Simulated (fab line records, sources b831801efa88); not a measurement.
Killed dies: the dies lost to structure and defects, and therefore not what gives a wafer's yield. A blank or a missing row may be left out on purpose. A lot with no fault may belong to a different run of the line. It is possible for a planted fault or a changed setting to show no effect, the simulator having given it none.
Which tool was responsible? -- flow gf180mcu -- 30 wafers from 10 lots sampled at 4 of the route's 602 steps

WHAT EACH GAUGE READ, for each wafer
GF_MVPSD_OVL_MEAS_07.
lot,measured,on,MVPSD_OVL (nm)
L425,day 5 21:04,overlay-02,1.0 0.0 0.5
L427,day 6 03:01,overlay-01,-0.4 -0.9 -1.7
L428,day 6 12:44,overlay-01,0.0 -1.2 -0.5
L430,day 6 22:19,overlay-01,0.5 0.5 1.6
L433,day 7 08:49,overlay-01,0.1 1.7 0.3
L434,day 7 15:40,overlay-02,2.0 2.0 2.3
L436,day 8 02:53,overlay-02,0.4 1.0 -0.3
L444,day 10 05:43,overlay-01,0.6 0.4 0.6
L445,day 10 09:52,overlay-01,-0.3 1.7 1.0
L446,day 10 16:17,overlay-01,-1.2 -2.4 -1.7

GF_POLY_GATE_THK_MEAS_01.
lot,measured,on,POLY_GATE_CVD_00_THK (nm)
L425,day 9 10:13,film metro-03,199.7 199.8 199.8
L427,day 9 22:18,film metro-03,197.6 198.4 198.5
L428,day 10 03:25,film metro-03,199.5 200.4 201.0
L430,day 10 15:25,film metro-02,199.1 200.5 200.5
L433,day 11 02:35,film metro-02,172.8 173.0 172.1
L434,day 11 08:50,film metro-03,172.8 175.0 175.8
L436,day 12 01:47,film metro-01,174.0 176.2 174.1
L444,day 14 17:50,film metro-03,199.8 199.3 199.9
L445,day 14 17:50,film metro-01,199.6 197.8 197.6
L446,day 15 02:14,film metro-03,202.1 200.7 201.9

WHICH TOOL RAN EACH LOT (tool, then ch and the chambers of the sampled wafers, then the start)
lot,GF_DUAL_GATE_STRIP_13,GF_POLY_GATE_CVD_00
L425,"plasma asher-03 ch 0,1, day 9 06:04","lpcvd-01 ch 1, day 9 08:53"
L427,"plasma asher-03 ch 0,1, day 9 14:28","lpcvd-01 ch 0, day 9 20:58"
L428,"plasma asher-02 ch 0,1, day 10 00:02","lpcvd-02 ch 0, day 10 02:02"
L430,"plasma asher-02 ch 0,1, day 10 12:01","lpcvd-01 ch 0, day 10 14:04"
L433,"plasma asher-01 ch 0,1, day 10 23:32","lpcvd-01 ch 1, day 11 01:15"
L434,"plasma asher-01 ch 0,1, day 11 05:48","lpcvd-01 ch 0, day 11 07:31"
L436,"plasma asher-02 ch 0,1, day 11 22:44","lpcvd-01 ch 0, day 12 00:27"
L444,"plasma asher-02 ch 0,1, day 14 09:37","lpcvd-01 ch 0, day 14 16:29"
L445,"plasma asher-02 ch 0,1, day 14 14:01","lpcvd-01 ch 0, day 14 16:29"
L446,"plasma asher-01 ch 0,1, day 14 18:51","lpcvd-02 ch 0, day 15 00:55"
- GF_DUAL_GATE_STRIP_13: strips in O2/N2.
- GF_POLY_GATE_CVD_00: deposits poly-Si, target thk 200 nm, time 1200 s.

AS READ BY THE TOOLS THEMSELVES (means over the sampled wafers that have a number; for cases with no such wafer, the mark the record gives instead)
GF_DUAL_GATE_STRIP_13.
lot,tool,chamber pressure mTorr (mTorr),drypump motor current A (A),heater power w (W),n2 flow sccm (sccm),oes product au (a.u.),strip time to endpoint s (s)
L425,plasma asher-03,1499.8,5.7,351,300.8,0.713,12.63
L427,plasma asher-03,1500.0,6.1,342,299.5,0.718,12.63
L428,plasma asher-02,1499.1,5.4,328,300.3,0.718,12.64
L430,plasma asher-02,1500.7,5.4,311,300.4,0.715,12.61
L433,plasma asher-01,1500.8,5.5,346,299.8,0.712,12.66
L434,plasma asher-01,1499.0,5.5,358,300.5,0.715,12.69
L436,plasma asher-02,1500.6,5.4,309,301.3,0.713,12.63
L444,plasma asher-02,1500.2,5.4,311,300.6,0.721,12.64
L445,plasma asher-02,1499.6,5.4,307,299.6,0.718,12.64
L446,plasma asher-01,1499.6,5.5,349,300.2,0.715,12.61

GF_POLY_GATE_CVD_00.
lot,tool,spike tc bottom C (C),spike tc centre C (C),spike tc lower C (C),spike tc upper C (C),susceptor temp C (C)
L425,lpcvd-01,640.2,621.7,619.7,618.8,620.17
L427,lpcvd-01,638.7,620.1,622.1,620.0,620.24
L428,lpcvd-02,638.2,620.8,618.5,619.8,620.05
L430,lpcvd-01,639.7,619.4,621.6,618.8,620.07
L433,lpcvd-01,635.6,616.0,614.1,612.3,614.21
L434,lpcvd-01,632.0,614.0,616.6,614.5,614.11
L436,lpcvd-01,633.3,613.6,615.3,613.0,614.61
L444,lpcvd-01,639.7,619.1,622.1,619.5,620.36
L445,lpcvd-01,639.2,620.0,622.5,621.0,619.94
L446,lpcvd-02,639.1,620.1,620.0,619.8,620.25

THE ANSWER, worked out from the rows above alone
Rule: what is usual is taken from the lots themselves. The widest of any qualifying gaps counts: lots, ordered by their means at a reading, are off when they make up no more than a third of the lots, leave a main group of 4 or more, and stand apart from it by 3 or more times the standard deviation of that group's means. A main group is skipped when, at the precision printed for the reading in the tables above, its means are all equal. A lot without any number at a reading at which 4 lots or more have one is off too. Any other lot the step has rows for is counted as sound. After the gauges, taken in route order, come the tools' own readings; for these a lot's mean is taken, as printed above. At the first step where some lot is off, the reading lying furthest off is the one used; lots without a number count as furthest.
Off: at GF_POLY_GATE_THK_MEAS_01 (POLY_GATE_CVD_00_THK), L433, L434, L436. The main group has a mean of 199.7 nm with a standard deviation of 1.1.
If a tool, at a process step before that reading, ran all the lots that are off and no sound lot after the first of them, it fits. The gauges at GF_POLY_GATE_THK_MEAS_01 aren't tried: what is off there is off at GF_POLY_GATE_CVD_00 too, on other tools, and a gauge's error can't cause that. Of those tried, none fits.

WHAT THE SIMULATOR HAD INSERTED
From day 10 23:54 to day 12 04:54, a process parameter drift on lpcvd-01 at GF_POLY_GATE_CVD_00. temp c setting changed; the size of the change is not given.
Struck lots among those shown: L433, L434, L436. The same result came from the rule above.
